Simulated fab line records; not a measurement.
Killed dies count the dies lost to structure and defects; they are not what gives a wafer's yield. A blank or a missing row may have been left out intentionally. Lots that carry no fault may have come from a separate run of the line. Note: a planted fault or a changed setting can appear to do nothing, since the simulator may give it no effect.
A single fault, viewed from 2 desks    flow sky130    what lay behind the numbers comes last; until then each desk has only its own

THE TOOL OWNER'S DESK: rie_metal-01
The tool's own readings at SKY_METAL4_ETCH_16 (etches BARC in N2/H2, stops on SiO2, time 88.2 s, target depth 60 nm): means of the sampled wafers that have a number, for each lot that ran on this tool. Marked OUT: a lot whose mean sits more than 4 standard deviations from the usual mean, which makes it out of limits; the brackets give that distance.
Columns: A = drypump_motor_current_A at SKY_METAL4_ETCH_16, usual 5.91 A; B = oes_product_au at SKY_METAL4_ETCH_16, usual 0.626 a.u.; C = rf_fwd_power_W at SKY_METAL4_ETCH_16, usual 496.5 W; D = throttle_valve_pct at SKY_METAL4_ETCH_16, usual 13.205 %
lot   first seen here  A     B      C                D
L400  day 44 19:41     5.94  0.628  574.2 (+49) OUT  13.210
L401  day 44 22:00     5.95  0.625  576.6 (+50) OUT  13.203
L413  day 47 08:09     5.95  0.627  498.0            13.217
L412  day 47 09:19     5.85  0.626  496.6            13.202
Finding of this desk: L400, L401 out of limits; the first was L400 at day 44 19:41, on rf_fwd_power_W at SKY_METAL4_ETCH_16. L413, L412 stayed within limits.

METROLOGY DESK
Means of the sampled wafers that have a number, per lot and without regard to the tool the lot ran on: this is what the gauges read. Marked OUT: a lot whose mean sits more than 4 standard deviations from the usual mean, which makes it out of limits; the brackets give that distance.
Columns: A = cd_nm at SKY_METAL4_CD_MEAS_13, usual 299.6 nm; B = METAL4_OVL at SKY_METAL4_OVL_MEAS_14, usual 1 nm
lot   first seen here  A      B
L394  day 42 06:44     297.8  6
L400  day 44 19:31     301.0  5
L401  day 44 21:49     299.9  3
L403  day 45 03:13     299.6  2
L413  day 47 07:58     303.2  8
L412  day 47 09:08     302.5  -3
This desk found nothing out of limits on any of the 6 lots.

BROUGHT TOGETHER
The tool owner's desk had the chance to raise an alarm at day 44 19:41 on L400, L401.
The metrology desk saw nothing out of limits.
The metrology desk holds a record of L400, L401, inside its limits.
Every lot named ran SKY_METAL4_ETCH_16 on rie_metal-01.

WHAT THE SIMULATOR HAD INSERTED
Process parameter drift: rie_metal-01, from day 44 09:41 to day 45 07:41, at SKY_METAL4_ETCH_16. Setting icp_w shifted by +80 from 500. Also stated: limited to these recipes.
Shown lots that were struck: L400, L401.
Time in hours from fault onset to the first out-of-limits reading at each desk: the tool owner's desk, 10.
